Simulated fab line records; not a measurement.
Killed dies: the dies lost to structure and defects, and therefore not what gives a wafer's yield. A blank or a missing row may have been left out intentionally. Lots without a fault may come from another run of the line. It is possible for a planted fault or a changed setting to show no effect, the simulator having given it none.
Tool commonality check	flow sky130	11 lots and 33 wafers in the sample

== WHY IT WAS OPENED ==
On 3 of the 11 lots, a flag is raised at SKY_METAL2_CD_MEAS_15 on the reading cdNm. Wafers without a fault read 140.5 nm, standard deviation 1.4.
Rule: flag the lot when none of its wafers has a number, or when each of its wafers that has one lies beyond 4 standard deviations from that mean. As for the other lots, they are considered sound.

lot	measured	on	cdNm (nm), wafer by wafer	flag
L566	day 35 06:52	cdSem-01	144.0 142.3 143.5	
L570	day 37 00:50	cdSem-02	142.0 140.5 140.6	
L571	day 37 06:41	cdSem-01	139.7 137.9 138.9	
L572	day 37 08:31	cdSem-01	138.7 139.6 139.1	
L574	day 38 17:22	cdSem-02	142.2 142.7 142.0	
L578	day 39 10:13	cdSem-02	140.0 141.3 140.6	
L581	day 40 01:53	cdSem-01	138.8 138.6 139.5	
L582	day 40 09:57	cdSem-01	171.7 173.0 173.6	FLAGGED
L583	day 40 19:48	cdSem-01	171.7 169.3 172.4	FLAGGED
L586	day 41 14:44	cdSem-01	159.2 160.6 160.9	FLAGGED
L587	day 41 20:20	cdSem-01	140.1 140.6 139.7	
The numbers of the flagged lots are 168.0 nm on average: +27.5 nm against the usual, or +20 standard deviations.

== WHICH TOOL RAN EACH LOT ==
3 process steps preceding the reading are held in the record, out of 708 steps in the route. Each cell gives the tool, then ch followed by the chambers the sampled wafers passed through, then the start.
lot	flag	SKY_METAL1_DESCUM_17	SKY_VIA1_STRIP_16	SKY_METAL2_EXPOSE_12
L566		rieMetal-02 ch 0,1, day 32 22:12	plasmaAsher-02 ch 0,1, day 34 02:14	krfScanner-02 ch 0, day 34 17:38
L570		rieMetal-02 ch 0,1, day 34 14:08	plasmaAsher-04 ch 0, day 35 19:22	krfScanner-02 ch 0, day 36 10:46
L571		rieMetal-02 ch 0, day 34 20:32	plasmaAsher-04 ch 0,1, day 36 02:25	krfScanner-02 ch 0, day 36 17:31
L572		rieMetal-04 ch 0,1, day 34 23:29	plasmaAsher-02 ch 0,1, day 36 04:19	krfScanner-01 ch 0, day 36 19:33
L574		rieMetal-04 ch 0,1, day 36 08:08	plasmaAsher-02 ch 0,1, day 37 13:28	krfScanner-01 ch 0, day 38 05:23
L578		rieMetal-01 ch 0,1, day 37 02:59	plasmaAsher-03 ch 0,1, day 38 08:02	krfScanner-01 ch 0, day 38 21:46
L581		rieMetal-02 ch 1, day 37 19:52	plasmaAsher-02 ch 0,1, day 38 23:31	krfScanner-01 ch 0, day 39 13:29
L582	FLAGGED	rieMetal-04 ch 0,1, day 38 06:29	plasmaAsher-03 ch 0,1, day 39 08:45	krfScanner-02 ch 0, day 39 22:19
L583	FLAGGED	rieMetal-01 ch 0,1, day 38 17:08	plasmaAsher-03 ch 0,1, day 39 19:12	krfScanner-02 ch 0, day 40 08:32
L586	FLAGGED	rieMetal-02 ch 0,1, day 39 11:40	plasmaAsher-04 ch 0,1, day 40 13:16	krfScanner-02 ch 0, day 41 03:11
L587		rieMetal-01 ch 0,1, day 39 16:40	plasmaAsher-02 ch 0,1, day 40 18:14	krfScanner-01 ch 0, day 41 08:52
These steps, and what they do:
- SKY_METAL1_DESCUM_17: chemistry O2, time 8 s.
- SKY_VIA1_STRIP_16: strips in O2/N2.
- SKY_METAL2_EXPOSE_12: exposes mask MM2, target cd 140 nm.
- SKY_METAL2_CD_MEAS_15: target cd 140 nm.

== FLAGGED OVER TOTAL, TOOL BY TOOL (the gauges that took the reading come last) ==
step	tool	lots run	flagged	share of the flagged lots	sound lots run after its first flagged lot
SKY_METAL1_DESCUM_17	rieMetal-01	3	1	some	1 (L587)
SKY_METAL1_DESCUM_17	rieMetal-02	5	1	some	0
SKY_METAL1_DESCUM_17	rieMetal-04	3	1	some	0
SKY_VIA1_STRIP_16	plasmaAsher-02	5	0	none	-
SKY_VIA1_STRIP_16	plasmaAsher-03	3	2	some	0
SKY_VIA1_STRIP_16	plasmaAsher-04	3	1	some	0
SKY_METAL2_EXPOSE_12	krfScanner-01	5	0	none	-
SKY_METAL2_EXPOSE_12	krfScanner-02	6	3	all	0
SKY_METAL2_CD_MEAS_15	cdSem-01	8	3	all	1 (L587)
SKY_METAL2_CD_MEAS_15	cdSem-02	3	0	none	-

== WHAT THE TABLE ALLOWS ==
Rows of the table that ran all the flagged lots, 2 in number: krfScanner-02 at SKY_METAL2_EXPOSE_12; cdSem-01 at SKY_METAL2_CD_MEAS_15.
- krfScanner-02 at SKY_METAL2_EXPOSE_12: 3 of its 6 lots flagged. A fault beginning between L571 (day 36 17:31), its last sound lot, and L582 (day 39 22:19), its first flagged one, fits the data. Its own readings (exposureDoseMJCm2) fall more than 4 standard deviations out on all wafers of the flagged lots.
- cdSem-01 at SKY_METAL2_CD_MEAS_15: 3 of its 8 lots flagged. After the first flagged lot (L587), sound lots still ran on it; a lasting fault on the whole tool would not permit that.
What remains is a single tool, krfScanner-02 at SKY_METAL2_EXPOSE_12.

== WHAT WAS PUT IN BY THE SIMULATOR ==
Process parameters drifting: krfScanner-02 at SKY_METAL2_EXPOSE_12, beginning at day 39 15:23. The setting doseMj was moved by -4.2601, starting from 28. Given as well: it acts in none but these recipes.
Shown lots that were struck: L582, L583, L586. This agrees with what the rule above found.
